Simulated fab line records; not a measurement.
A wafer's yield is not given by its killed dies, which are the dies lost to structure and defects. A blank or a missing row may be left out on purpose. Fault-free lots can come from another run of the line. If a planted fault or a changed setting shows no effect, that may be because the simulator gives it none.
Comparing a struck lot with a sound one | flow sky130 | 17 steps out of a route of 708
Sound: wafers L843.2, L843.4, L843.6. The struck wafers were L844.4, L844.5, L844.6. The cause is given at the end.
Order at every step that has rows: each side's tool, ch and its chambers, its first start. Under that, the readings that differ: sound wafers | struck wafers | difference of the means | sigmas: that difference in standard deviations of wafers without a fault.
alike: a reading whose means differ by less than 2 such deviations, as well as words and numbers matching on both sides. not compared: withheld readings; readings where some wafer has no value; bounds like >300 that might hide an equal value; numbers whose values overlap and for which the record gives no deviation.
A row with sigmas, a row that says differs or no value, or rows on one side alone: a step with any of these is where the two part. When numbers do not overlap yet have no deviation, they are printed without sigmas and do not part them. A reading that every wafer of one side lacks parts them only if that side has two wafers or more.

first, 1 step without rows for these wafers: SKY_LDD_N_IMPLANT_15.
SKY_LDD_N_STRIP_16: strips in O2/N2.
  sound on plasmaAsher-01 ch 0, day 18 11:48; struck on plasmaAsher-01 ch 0,1, day 18 19:14
  alike: drypumpMotorCurrentA, oesProductAu, stripTimeToEndpointS
  not compared: rfHoursCounterH
SKY_LDD_N_TW_MEAS_17:
  struck on filmMetro-01, day 18 19:20; sound on filmMetro-02, day 18 11:55
  alike: LDD_N_TW
then, 7 steps without rows for these wafers: SKY_LDD_P_DEHYDRATE_00 (time 60 s); SKY_LDD_P_HMDS_01 (prime time 60 s); SKY_LDD_P_COAT_02 (resist thk 1140 nm); SKY_LDD_P_SOFTBAKE_03 (time 60 s); SKY_LDD_P_EXPOSE_04 (exposes mask PSDM, target cd 380 nm); SKY_LDD_P_PEB_05; SKY_LDD_P_DEVELOP_06 (develop time 60 s).
SKY_LDD_P_CD_MEAS_07: the cd target is 380 nm.
  struck on cdSem-02, day 20 03:04; sound on cdSem-01, day 19 19:08
  alike: cdNm
SKY_LDD_P_OVL_MEAS_08:
  struck on overlay-02, day 20 03:09; sound on overlay-02, day 19 19:14
  alike: LDD_P_OVL
SKY_LDD_P_IMPLANT_09:
  sound on implanter-03 ch 0, day 19 19:18; struck on implanter-03 ch 0, day 20 03:15
SKY_LDD_P_STRIP_10: strips in O2/N2.
  sound on plasmaAsher-02 ch 0,1, day 19 19:25; struck on plasmaAsher-01 ch 0,1, day 20 03:21
  alike: drypumpMotorCurrentA, oesProductAu, stripTimeToEndpointS
  not compared: rfHoursCounterH
SKY_LDD_P_TW_MEAS_11:
  struck on filmMetro-04, day 20 03:27; sound on filmMetro-01, day 19 19:32
reading  | sound             | struck            | difference | sigmas
LDD_P_TW | 633.5 638.4 640.0 | 580.3 581.1 575.9 | -58.2      | -19
then, 1 step without rows for these wafers: SKY_LDD_HVN_DEHYDRATE_00 (time 60 s).
-- here the record skips 27 days between the struck wafers' starts before and after, leaving off in module LDD_HVN and picking up in module PAD_OPEN (first step shown: number 708 of the route) --
SKY_PAD_OPEN_PROBE_99:
  struck on prober-02, day 46 22:50; sound on prober-01, day 46 15:18
reading                               | sound             | struck                       | difference | sigmas
model.etest.tipP.rsOhmSqRange         | 175.8 152.7 224.6 | 4095 3933 4011               | +3829      | 
model.etest.tipP.rsOhmSq              | 6984 6996 7001    | 1.06e+04 1.061e+04 1.068e+04 | +3.64e+03  | 
model.etest.tipP.rsOhmSqRimLessCentre | -111 -28.4 -156.5 | -2151 -1873 -1896            | -1875      | 
model.etest.pfet_01v8.rOnOhmUm        | 2889 2965 2990    | 3013 3014 3014               | +66        | 
model.etest.pfet_01v8.driveUaUm       | 194.2 188.2 185.9 | 184 184.4 183.9              | -5         | 
model.etest.pfet_01v8_hvt.driveUaUm   | 144.1 139.4 137.6 | 136 137.3 137.2              | -4         | 
model.etest.pfet_01v8.driveUaUmRange  | 5.592 4.974 6.069 | 12.43 12.37 14.57            | +7.58      | 
  alike: killed_at_M0_to_M3, killed_at_M4_up, killedAtContacts, killedAtFrontEnd, killedAtOther, killedDies, killedOpen, killedShort
  not compared: model.etest.pfet_01v8.driveUaUmRimLessCentre

== WHERE THEY PART ==
Only at SKY_LDD_P_TW_MEAS_11, within this record. Later steps at which nothing parts them and some readings are alike: SKY_PAD_OPEN_PROBE_99.

WHY: what the simulator had put in
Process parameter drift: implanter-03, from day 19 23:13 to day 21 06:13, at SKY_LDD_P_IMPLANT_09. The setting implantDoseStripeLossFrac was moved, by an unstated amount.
